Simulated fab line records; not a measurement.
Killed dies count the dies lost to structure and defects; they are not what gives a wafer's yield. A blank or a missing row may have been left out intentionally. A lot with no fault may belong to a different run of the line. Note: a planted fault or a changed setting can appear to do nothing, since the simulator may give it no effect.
fab line records | flow sky130
record: lots: 12 | wafers: 36 | lastDay: 50
route steps=708 shown FIELD_ISO@16 RES_XHIGH@339 LOCAL_INTERCONNECT@389 METAL1@450
lots with no fault: from the same line, run without faults
startH: hours from the record's opening day to when the first of the lot's shown wafers began | waitH: hours from the lot's prior step to this one | " identical to the entry in the row above | L1.1+2: a row that stands for several wafers | - either no value or no given start | * or withheld: withheld | < > ~ a bound
route shown NAME@n: names a module that has steps shown in the file, with the first one's number in the route | usual: mean and standard deviation over wafers with no fault | same: alike in all rows | chamber/n: place in a boat | sites: the reading at each site | _std_site: the standard deviation of these | _edge_site: inner sites' mean taken away from outer sites' mean | radiusMm: for every site, how far away it sits from the centre of the wafer | mask NAME#n: copy n | behind: the last tool/chamber to shape the wafer | hold: the reason the lot was held/the length of the hold in hours/how it ended | device: which transistor (n, p or np) failed to switch | end of line: the route-end tests of the same wafers | a step without rows: its recipe alone | killed: not the wafer's yield, but the dies lost to structure and defects at the first sort | map: a wafer's dies, x killed, . not, _ none there
set.NAME: the run value of the setting; set.NAME@STEP: its run value at that earlier step | model.NAME: the simulator's own value behind a step, which no gauge read
a sample of lots followed through the steps of the route, with each step as a table and each wafer as a row
services: when a tool's chamber went out of use (startH, in hours from the record's first day, below 0 if earlier), for how many hours, and the reason
== steps ==
step: SKY_FIELD_ISO_ETCH_15
recipe: chemistry: CHF3/O2 | targetDepthNm: 180 | stopOn: Si | sourceW: 600 | biasW: 200 | pressureMtorr: 40 | chf3FlowSccm: 50 | O2_flow_sccm: 5 | timeS: 72
usual: drypumpMotorCurrentA: 5.92/0.24 | oesProductAu: 0.947/0.0066 | throttleValvePct: 8.845/0.0097
lot.wafer | tool       | chamber | startH | waitH | drypumpMotorCurrentA | oesProductAu | rfHoursCounterH | throttleValvePct
L455.2    | rieDiel-02 | 2       | 34.37  | 0.0   | 5.77                 | 0.959        | 4               | 8.869
L455.4    | "          | 0       | "      | "     | 5.71                 | 0.952        | 118             | 8.839
L455.6    | "          | 2       | "      | "     | 5.74                 | 0.961        | -               | 8.848
L456.1    | rieDiel-02 | 2       | 39.37  | 0.0   | 5.73                 | 0.950        | 5               | 8.836
L456.2    | "          | 0       | "      | "     | 5.65                 | 0.950        | 119             | 8.843
L456.6    | "          | 2       | "      | "     | 5.75                 | 0.954        | -               | 8.858
L457.2    | rieDiel-03 | 2       | 44.28  | 0.0   | 6.07                 | 0.945        | 15              | 8.855
L457.5    | "          | 0       | "      | "     | 6.08                 | 0.948        | -               | 8.828
L457.6    | "          | 1       | "      | "     | 6.41                 | 0.933        | -               | 8.850
L458.1    | rieDiel-04 | 0       | 48.62  | 0.0   | 5.86                 | 0.944        | 2               | 8.835
L458.5    | "          | 1       | "      | "     | 6.13                 | 0.934        | -               | 8.823
L458.6    | "          | 0       | "      | "     | 5.85                 | 0.942        | -               | 8.860
L460.1    | rieDiel-02 | 0       | 62.52  | 0.0   | 5.68                 | 0.952        | 119             | 8.847
L460.4    | "          | 1       | "      | "     | 5.99                 | 0.949        | 148             | 8.855
L460.5    | "          | 3       | "      | "     | 6.16                 | 0.952        | -               | 8.834
L461.2    | rieDiel-02 | 1       | 68.02  | 0.0   | 5.99                 | 0.946        | 148             | 8.856
L461.5    | "          | 2       | "      | "     | 5.73                 | 0.947        | -               | 8.849
L461.6    | "          | 3       | "      | "     | 6.17                 | 0.944        | -               | 8.859
L468.3    | rieDiel-02 | 3       | 101.77 | 0.0   | 6.14                 | 0.955        | 142             | 8.857
L468.4    | "          | 0       | "      | "     | 5.69                 | 0.943        | 120             | 8.840
L468.5    | "          | 1       | "      | "     | 5.99                 | 0.948        | -               | 8.842
L470.1    | rieDiel-02 | 2       | 112.77 | 0.0   | 5.73                 | 0.946        | 6               | 8.825
L470.2    | "          | 3       | "      | "     | 6.19                 | 0.954        | 143             | 8.842
L470.6    | "          | 0       | "      | "     | 5.68                 | 0.940        | -               | 8.848
L472.1    | rieDiel-04 | 0       | 125.48 | 0.0   | 5.86                 | 0.943        | 4               | 8.854
L472.4    | "          | 3       | "      | "     | 5.63                 | 0.945        | 114             | 8.844
L472.5    | "          | 2       | "      | "     | 6.04                 | 0.952        | -               | 8.857
L474.2    | rieDiel-04 | 3       | 132.63 | 0.0   | 5.58                 | 0.946        | 114             | 8.829
L474.3    | "          | 0       | "      | "     | 5.87                 | 0.943        | 4               | 8.842
L474.5    | "          | 2       | "      | "     | 6.01                 | 0.948        | -               | 8.837
L476.1    | rieDiel-04 | 2       | 149.22 | 0.0   | 6.05                 | 0.947        | 133             | 8.836
L476.4    | "          | 3       | "      | "     | 5.59                 | 0.947        | 115             | 8.853
L476.6    | "          | 2       | "      | "     | 6.02                 | 0.951        | -               | 8.837
L477.1    | rieDiel-03 | 2       | 155.22 | 0.0   | 6.05                 | 0.950        | 17              | 8.839
L477.4    | "          | 1       | "      | "     | 6.41                 | 0.941        | 70              | 8.828
L477.6    | "          | 2       | "      | "     | 6.01                 | 0.940        | -               | 8.848
step: SKY_RES_XHIGH_IMPLANT_07
recipe: species: BF2 | energyKev: 20 | doseCm2: 3.6e+14 | tiltDeg: 0
usual: doseIonsCm2: 3.601e+14/3.7e+11 | faradayCurrentUA: 523/43
lot.wafer | tool         | chamber | startH | waitH | doseIonsCm2 | faradayCurrentUA
L455.2    | implanter-01 | 0       | 634.39 | 0.1   | 3.605e+14   | 446
L455.4    | "            | 0       | "      | "     | 3.603e+14   | 453
L455.6    | "            | 0       | "      | "     | 3.606e+14   | 445
L456.1    | implanter-02 | 0       | 641.78 | 0.1   | 3.594e+14   | 529
L456.2    | "            | 0       | "      | "     | 3.594e+14   | 520
L456.6    | "            | 0       | "      | "     | 3.593e+14   | 531
L457.2    | implanter-01 | 0       | 657.78 | 0.1   | 3.598e+14   | 457
L457.5    | "            | 0       | "      | "     | 3.603e+14   | 457
L457.6    | "            | 0       | "      | "     | 3.602e+14   | 467
L458.1    | implanter-03 | 0       | 660.01 | 0.1   | 3.598e+14   | 544
L458.5    | "            | 0       | "      | "     | 3.596e+14   | 577
L458.6    | "            | 0       | "      | "     | 3.601e+14   | 549
L460.1    | implanter-02 | 0       | 676.65 | 0.1   | 3.599e+14   | 639
L460.4    | "            | 0       | "      | "     | 3.6e+14     | 645
L460.5    | "            | 0       | "      | "     | 3.599e+14   | 621
L461.2    | implanter-02 | 0       | 689.68 | 0.1   | 3.603e+14   | 656
L461.5    | "            | 0       | "      | "     | 3.608e+14   | 651
L461.6    | "            | 0       | "      | "     | 3.602e+14   | 629
L468.3    | implanter-01 | 0       | 740.13 | 0.1   | 3.603e+14   | 445
L468.4    | "            | 0       | "      | "     | 3.602e+14   | 444
L468.5    | "            | 0       | "      | "     | 3.597e+14   | 458
L470.1    | implanter-01 | 0       | 753.51 | 0.1   | 3.6e+14     | 449
L470.2    | "            | 0       | "      | "     | 3.607e+14   | 460
L470.6    | "            | 0       | "      | "     | 3.603e+14   | 440
L472.1    | implanter-02 | 0       | 771.71 | 0.1   | 3.604e+14   | 536
L472.4    | "            | 0       | "      | "     | 3.598e+14   | 533
L472.5    | "            | 0       | "      | "     | 3.606e+14   | 538
L474.2    | implanter-01 | 0       | 777.91 | 0.1   | 3.597e+14   | 452
L474.3    | "            | 0       | "      | "     | 3.594e+14   | 462
L474.5    | "            | 0       | "      | "     | 3.6e+14     | 457
L476.1    | implanter-03 | 0       | 802.46 | 0.1   | 3.599e+14   | 559
L476.4    | "            | 0       | "      | "     | 3.604e+14   | 560
L476.6    | "            | 0       | "      | "     | 3.6e+14     | 557
L477.1    | implanter-02 | 0       | 814.96 | 0.1   | 3.601e+14   | 545
L477.4    | "            | 0       | "      | "     | 3.598e+14   | 518
L477.6    | "            | 0       | "      | "     | 3.599e+14   | 538
step: SKY_RES_XHIGH_TW_MEAS_09
usual: RES_XHIGH_TW: 1635/15
lot.wafer | tool         | chamber | startH | waitH | RES_XHIGH_TW
L455.2    | filmMetro-02 | -       | 634.62 | 0.1   | 1651
L455.4    | "            | -       | "      | "     | 1654
L455.6    | "            | -       | "      | "     | 1649
L456.1    | filmMetro-01 | -       | 642.03 | 0.1   | 1631
L456.2    | "            | -       | "      | "     | 1655
L456.6    | "            | -       | "      | "     | 1637
L457.2    | filmMetro-03 | -       | 658.01 | 0.1   | 1613
L457.5    | "            | -       | "      | "     | 1621
L457.6    | "            | -       | "      | "     | 1619
L458.1    | filmMetro-01 | -       | 660.26 | 0.1   | 1642
L458.5    | "            | -       | "      | "     | 1647
L458.6    | "            | -       | "      | "     | 1635
L460.1    | filmMetro-01 | -       | 676.90 | 0.1   | 1551
L460.4    | "            | -       | "      | "     | 1557
L460.5    | "            | -       | "      | "     | 1551
L461.2    | filmMetro-01 | -       | 689.95 | 0.1   | 1554
L461.5    | "            | -       | "      | "     | 1553
L461.6    | "            | -       | "      | "     | 1552
L468.3    | filmMetro-01 | -       | 740.35 | 0.1   | 1638
L468.4    | "            | -       | "      | "     | 1639
L468.5    | "            | -       | "      | "     | 1632
L470.1    | filmMetro-01 | -       | 753.76 | 0.1   | 1649
L470.2    | "            | -       | "      | "     | 1644
L470.6    | "            | -       | "      | "     | 1653
L472.1    | filmMetro-03 | -       | 771.96 | 0.1   | 1612
L472.4    | "            | -       | "      | "     | 1618
L472.5    | "            | -       | "      | "     | 1612
L474.2    | filmMetro-03 | -       | 778.14 | 0.1   | 1611
L474.3    | "            | -       | "      | "     | 1611
L474.5    | "            | -       | "      | "     | 1613
L476.1    | filmMetro-01 | -       | 802.71 | 0.1   | 1635
L476.4    | "            | -       | "      | "     | 1638
L476.6    | "            | -       | "      | "     | 1637
L477.1    | filmMetro-02 | -       | 815.21 | 0.1   | 1643
L477.4    | "            | -       | "      | "     | 1643
L477.6    | "            | -       | "      | "     | 1641
step: SKY_SD_N_RS_MEAS_18
recipe: thkMeasGauge: four-point-probe
usual: RES_XHIGH_RS: 333.5/1.4
lot.wafer | tool         | chamber | startH | waitH | RES_XHIGH_RS[ohm/sq]
L455.2    | filmMetro-03 | -       | 664.51 | 0.1   | 331.7
L455.4    | "            | -       | "      | "     | 334.4
L455.6    | "            | -       | "      | "     | 332.8
L456.1    | filmMetro-02 | -       | 671.56 | 0.1   | 333.9
L456.2    | "            | -       | "      | "     | 331.1
L456.6    | "            | -       | "      | "     | 332.7
L457.2    | filmMetro-03 | -       | 687.63 | 0.1   | 332.6
L457.5    | "            | -       | "      | "     | 333.1
L457.6    | "            | -       | "      | "     | 333.0
L458.1    | filmMetro-02 | -       | 690.26 | 0.1   | 334.1
L458.5    | "            | -       | "      | "     | 334.4
L458.6    | "            | -       | "      | "     | 334.3
L460.1    | filmMetro-02 | -       | 705.43 | 0.1   | 390.9
L460.4    | "            | -       | "      | "     | 388.5
L460.5    | "            | -       | "      | "     | 387.8
L461.2    | filmMetro-02 | -       | 718.66 | 0.1   | 388.6
L461.5    | "            | -       | "      | "     | 387.7
L461.6    | "            | -       | "      | "     | 386.9
L468.3    | filmMetro-01 | -       | 767.54 | 0.1   | 333.8
L468.4    | "            | -       | "      | "     | 334.6
L468.5    | "            | -       | "      | "     | 334.0
L470.1    | filmMetro-02 | -       | 780.84 | 0.1   | 331.0
L470.2    | "            | -       | "      | "     | 332.2
L470.6    | "            | -       | "      | "     | 330.6
L472.1    | filmMetro-02 | -       | 798.99 | 0.1   | 333.0
L472.4    | "            | -       | "      | "     | 334.2
L472.5    | "            | -       | "      | "     | 333.2
L474.2    | filmMetro-01 | -       | 805.18 | 0.1   | 335.8
L474.3    | "            | -       | "      | "     | 335.0
L474.5    | "            | -       | "      | "     | 333.6
L476.1    | filmMetro-01 | -       | 830.29 | 0.1   | 334.3
L476.4    | "            | -       | "      | "     | 334.2
L476.6    | "            | -       | "      | "     | 333.7
L477.1    | filmMetro-03 | -       | 842.96 | 0.1   | 332.6
L477.4    | "            | -       | "      | "     | 331.7
L477.6    | "            | -       | "      | "     | 331.9
step: SKY_LOCAL_INTERCONNECT_THK_MEAS_02
recipe: thkMeasGauge: xrf | reads: TiN_of_LOCAL_INTERCONNECT_SPUTTER_00
usual: LOCAL_INTERCONNECT_TIN_THK: 99.0/0.98
lot.wafer | tool         | chamber | startH | waitH | LOCAL_INTERCONNECT_TIN_THK[nm]
L455.2    | filmMetro-03 | -       | 695.13 | 0.1   | 99.5
L455.4    | "            | -       | "      | "     | 98.4
L455.6    | "            | -       | "      | "     | 98.6
L456.1    | filmMetro-04 | -       | 701.81 | 0.1   | 98.4
L456.2    | "            | -       | "      | "     | 98.5
L456.6    | "            | -       | "      | "     | 98.8
L457.2    | filmMetro-01 | -       | 717.79 | 0.1   | 99.2
L457.5    | "            | -       | "      | "     | 97.7
L457.6    | "            | -       | "      | "     | 99.3
L458.1    | filmMetro-01 | -       | 720.66 | 0.1   | 98.6
L458.5    | "            | -       | "      | "     | 98.7
L458.6    | "            | -       | "      | "     | 98.5
L460.1    | filmMetro-01 | -       | 735.18 | 0.1   | 97.4
L460.4    | "            | -       | "      | "     | 98.3
L460.5    | "            | -       | "      | "     | 98.0
L461.2    | filmMetro-03 | -       | 749.37 | 0.1   | 99.3
L461.5    | "            | -       | "      | "     | 99.3
L461.6    | "            | -       | "      | "     | 99.4
L468.3    | filmMetro-01 | -       | 796.39 | 0.1   | 98.4
L468.4    | "            | -       | "      | "     | 98.4
L468.5    | "            | -       | "      | "     | 98.7
L470.1    | filmMetro-01 | -       | 809.53 | 0.1   | 100.6
L470.2    | "            | -       | "      | "     | 99.3
L470.6    | "            | -       | "      | "     | 101.5
L472.1    | filmMetro-03 | -       | 827.66 | 0.1   | 99.3
L472.4    | "            | -       | "      | "     | 99.5
L472.5    | "            | -       | "      | "     | 99.5
L474.2    | filmMetro-03 | -       | 833.43 | 0.1   | 99.7
L474.3    | "            | -       | "      | "     | 99.5
L474.5    | "            | -       | "      | "     | 99.9
L476.1    | filmMetro-01 | -       | 858.54 | 0.1   | 98.7
L476.4    | "            | -       | "      | "     | 98.6
L476.6    | "            | -       | "      | "     | 98.4
L477.1    | filmMetro-03 | -       | 871.23 | 0.1   | 100.0
L477.4    | "            | -       | "      | "     | 99.6
L477.6    | "            | -       | "      | "     | 101.0
step: SKY_METAL1_OVL_MEAS_16
usual: METAL1_OVL: 1/6
lot.wafer | tool       | chamber | startH | waitH | METAL1_OVL[nm]
L455.2    | overlay-02 | -       | 780.83 | 0.1   | -1
L455.4    | "          | -       | "      | "     | 6
L455.6    | "          | -       | "      | "     | 2
L456.1    | overlay-01 | -       | 785.38 | 0.1   | -3
L456.2    | "          | -       | "      | "     | -6
L456.6    | "          | -       | "      | "     | -7
L457.2    | overlay-02 | -       | 799.61 | 0.1   | 3
L457.5    | "          | -       | "      | "     | 1
L457.6    | "          | -       | "      | "     | 0
L458.1    | overlay-01 | -       | 804.52 | 0.1   | -5
L458.5    | "          | -       | "      | "     | -6
L458.6    | "          | -       | "      | "     | -6
L460.1    | overlay-01 | -       | 818.88 | 0.1   | -2
L460.4    | "          | -       | "      | "     | 0
L460.5    | "          | -       | "      | "     | -1
L461.2    | overlay-02 | -       | 831.61 | 0.1   | 0
L461.5    | "          | -       | "      | "     | -6
L461.6    | "          | -       | "      | "     | 3
L468.3    | overlay-01 | -       | 879.11 | 0.1   | -8
L468.4    | "          | -       | "      | "     | 0
L468.5    | "          | -       | "      | "     | -3
L470.1    | overlay-02 | -       | 892.45 | 0.1   | 6
L470.2    | "          | -       | "      | "     | 6
L470.6    | "          | -       | "      | "     | 1
L472.1    | overlay-01 | -       | 909.22 | 0.1   | -2
L472.4    | "          | -       | "      | "     | -5
L472.5    | "          | -       | "      | "     | -4
L474.2    | overlay-02 | -       | 914.03 | 0.1   | -6
L474.3    | "          | -       | "      | "     | -5
L474.5    | "          | -       | "      | "     | -3
L476.1    | overlay-02 | -       | 938.05 | 0.1   | 5
L476.4    | "          | -       | "      | "     | 2
L476.6    | "          | -       | "      | "     | 1
L477.1    | overlay-01 | -       | 949.65 | 0.1   | -1
L477.4    | "          | -       | "      | "     | 8
L477.6    | "          | -       | "      | "     | 1
== services ==
tool         | chamber | startH | hours | kind
rieDiel-02   | 2       | 18.56  | 9.8   | repair
implanter-01 | -       | 30.48  | 3.2   | pm
implanter-01 | -       | 40.02  | 7.1   | repair
implanter-02 | -       | 52.59  | 9.7   | repair
implanter-02 | -       | 56.72  | 2.0   | repair
rieDiel-02   | -       | 57.31  | 4.3   | pm
rieDiel-02   | 3       | 64.97  | 1.6   | repair
implanter-01 | -       | 99.53  | 6.0   | repair
implanter-02 | -       | 110.73 | 1.2   | repair
implanter-01 | -       | 137.57 | 5.0   | repair
rieDiel-02   | -       | 168.96 | 1.9   | repair
implanter-02 | -       | 169.11 | 2.8   | repair
rieDiel-02   | -       | 195.66 | 0.4   | repair
rieDiel-02   | -       | 238.84 | 2.8   | pm
rieDiel-02   | 0       | 281.20 | 3.5   | repair
implanter-01 | -       | 285.85 | 1.7   | repair
implanter-01 | -       | 290.31 | 1.2   | repair
implanter-01 | -       | 332.01 | 2.3   | repair
implanter-01 | -       | 345.32 | 34.1  | pm
rieDiel-02   | 3       | 367.22 | 5.9   | repair
rieDiel-02   | -       | 430.79 | 0.7   | repair
rieDiel-02   | -       | 527.59 | 0.2   | repair
rieDiel-02   | 3       | 541.71 | 14.7  | repair
rieDiel-02   | 0       | 582.54 | 2.9   | repair
== key ==
firstSign: step: SKY_RES_XHIGH_IMPLANT_07 | reading: faradayCurrentUA | direction: up | sigmas: 2.7 | usual: 523 | struck: 640
effect: step: SKY_RES_XHIGH_TW_MEAS_09 | reading: RES_XHIGH_TW | direction: down | sigmas: 5.5 | usual: 1635 | struck: 1553
effect: step: SKY_SD_N_RS_MEAS_18 | reading: RES_XHIGH_RS | direction: up | sigmas: 38 | usual: 333.5 | struck: 388.4
metAt SKY_RES_XHIGH_IMPLANT_07
struckLots L460,L461
testerLeftOut L460,L461
notActingAt SKY_FIELD_ISO_ETCH_15,SKY_LOCAL_INTERCONNECT_THK_MEAS_02,SKY_METAL1_OVL_MEAS_16
onsetBetween 641.78 676.65
fault: kind: processParameterDrift | tool: implanter-02 | chamber: - | onsetH: 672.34 | steps: SKY_RES_XHIGH_IMPLANT_07 | channel: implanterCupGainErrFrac | offset: 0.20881 | shape: step | endH: 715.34
testerLeftOut: of these lots the tester's yield and bins aren't shown, on N5 and GAA mostly nor the transistor test; their killed dies are dies lost to structure and defects alone, not to doping, threshold or leakage, so they don't give the yield
